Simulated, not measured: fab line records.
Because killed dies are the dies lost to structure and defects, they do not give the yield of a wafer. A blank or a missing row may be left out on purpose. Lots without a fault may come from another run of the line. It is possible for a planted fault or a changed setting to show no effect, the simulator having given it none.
The tool behind it: which one? | flow sky130 | 11 lots, 33 wafers sampled, at 2 steps of a route of 708

== WHAT THE GAUGES SHOWED, per wafer ==
SKY_METAL4_OVL_MEAS_14. Usual: METAL4_OVL gives -7 nm (standard deviation 5.6).
lot  | measured     | on         | METAL4_OVL (nm) | flag
L812 | day 41 11:25 | overlay-02 | -6 -3 -6        | 
L815 | day 42 09:23 | overlay-02 | 3 7 10          | 
L818 | day 43 16:20 | overlay-02 | -1 -4 -8        | 
L817 | day 43 18:23 | overlay-01 | -7 -13 -15      | 
L820 | day 44 01:11 | overlay-02 | -10 -8 -9       | 
L821 | day 44 05:43 | overlay-01 | -6 -6 -10       | 
L822 | day 44 10:25 | overlay-01 | -4 1 -5         | 
L825 | day 45 11:49 | overlay-01 | 5 -1 1          | 
L826 | day 45 15:13 | overlay-02 | -8 -10 -4       | 
L831 | day 46 14:41 | overlay-02 | 0 1 0           | 
L833 | day 47 02:01 | overlay-01 | -5 -7 -8        | 

== TOOL THAT RAN EACH LOT (tool first, then ch and the chambers of the sampled wafers, then the start) ==
lot  | SKY_VIA1_SPUTTER_20
L812 | pvdSputter-01, day 33 17:24
L815 | pvdSputter-02, day 34 15:47
L818 | pvdSputter-03, day 36 05:03
L817 | pvdSputter-02, day 36 07:14
L820 | pvdSputter-03, day 36 15:20
L821 | pvdSputter-03, day 36 20:44
L822 | pvdSputter-03, day 37 00:59
L825 | pvdSputter-03, day 38 09:02
L826 | pvdSputter-03, day 38 16:05
L831 | pvdSputter-03, day 39 20:07
L833 | pvdSputter-01, day 40 05:16
- SKY_VIA1_SPUTTER_20: material TiN, target thk 20 nm, time 80 s.

== AS READ BY THE TOOLS THEMSELVES (means over the sampled wafers that have a number; for cases with no such wafer, the mark the record gives instead) ==
SKY_VIA1_SPUTTER_20. Usual: throttleValvePct 30.2 %, standard deviation 0.97.
lot  | tool          | throttleValvePct (%) | flag
L812 | pvdSputter-01 | 29.3                 | 
L815 | pvdSputter-02 | 30.7                 | 
L818 | pvdSputter-03 | 31.0                 | 
L817 | pvdSputter-02 | 30.3                 | 
L820 | pvdSputter-03 | 29.1                 | 
L821 | pvdSputter-03 | 30.2                 | 
L822 | pvdSputter-03 | 30.2                 | 
L825 | pvdSputter-03 | 30.2                 | 
L826 | pvdSputter-03 | 30.2                 | 
L831 | pvdSputter-03 | 31.0                 | 
L833 | pvdSputter-01 | 29.3                 | 

== THE ANSWER, worked out from the rows above alone ==
Rule: a lot counts as off when the mean over its wafers that have a number is more than 3 standard deviations away from the usual mean. Also off: a lot with no number at a reading for which 4 or more lots have one. All remaining lots with rows at the step are treated as sound. First the gauges in route order, then the tools' own readings, where a lot's mean is used as printed above. At the first step where some lot is off, the reading lying furthest off is the one used; lots without a number count as furthest.
No lot is off on any of the readings shown, so nothing can be concluded from this.

== WHAT THE SIMULATOR HAD PUT IN ==
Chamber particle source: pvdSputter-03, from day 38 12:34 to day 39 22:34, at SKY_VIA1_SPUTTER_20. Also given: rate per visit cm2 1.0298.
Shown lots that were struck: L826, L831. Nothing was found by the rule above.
